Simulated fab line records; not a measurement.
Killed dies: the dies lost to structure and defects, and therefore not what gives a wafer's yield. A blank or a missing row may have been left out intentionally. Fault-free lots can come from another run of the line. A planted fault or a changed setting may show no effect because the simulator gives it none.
Matching of chambers -- flow sky130 -- SKY_VIA3_ETCH_14 on rie diel-03 has 4 sister chambers
The step etches BARC in N2/H2, stops on SiO2, time 45.9 s, target depth 60 nm. 8 wafers are shown with their chamber, then 7 later ones without.

== WAFERS, EACH WITH ITS CHAMBER ==
wafer,chamber,oes product au (a.u.),throttle valve pct (%)
L079.1,3,0.861,13.223
L079.4,0,0.857,13.225
L084.3,3,0.858,13.217
L089.1,2,0.852,13.214
L089.4,1,0.857,13.228
L089.6,1,0.858,13.227
L091.1,0,0.854,13.238
L091.2,2,0.848,13.223

== WAFERS WHOSE CHAMBER IS MISSING ==
wafer,oes product au (a.u.),throttle valve pct (%)
L091.5,0.855,13.229
L094.1,0.857,13.229
L094.4,0.855,13.208
L094.5,0.858,13.254
L096.2,0.857,13.223
L096.3,0.849,13.224
L096.6,0.859,13.212

== WHICH CHAMBER EACH ONE RAN IN ==
wafer,from the rows above,in truth
L091.5,can't be placed: 0 or 1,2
L094.1,can't be placed: 1 or 0 or 3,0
L094.4,can't be placed: 3 or 2 or 1 or 0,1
L094.5,can't be placed: 0 or 1 or 3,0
L096.2,can't be placed: 1 or 3 or 0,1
L096.3,2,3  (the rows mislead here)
L096.6,can't be placed: 3 or 1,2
Correctly placed: 0 of 7. These rows do not allow placing 6 (true chamber among the candidates in 4). 1 placed wrongly.
How it was worked out, from the rows above alone: a wafer's distance from a chamber is the root of the sum, over the readings, of the square of ((its reading less the chamber's mean) divided by the reading's scatter). The wafer belongs to the nearest chamber; if the next one is less than 2 further off, it can't be placed. For every chamber, the mean is computed from those of its wafers that are shown. How the scatter is found: for the shown wafers, subtract from each reading the mean of its chamber, square and add these, divide the total by (wafers less chambers), then take the root.
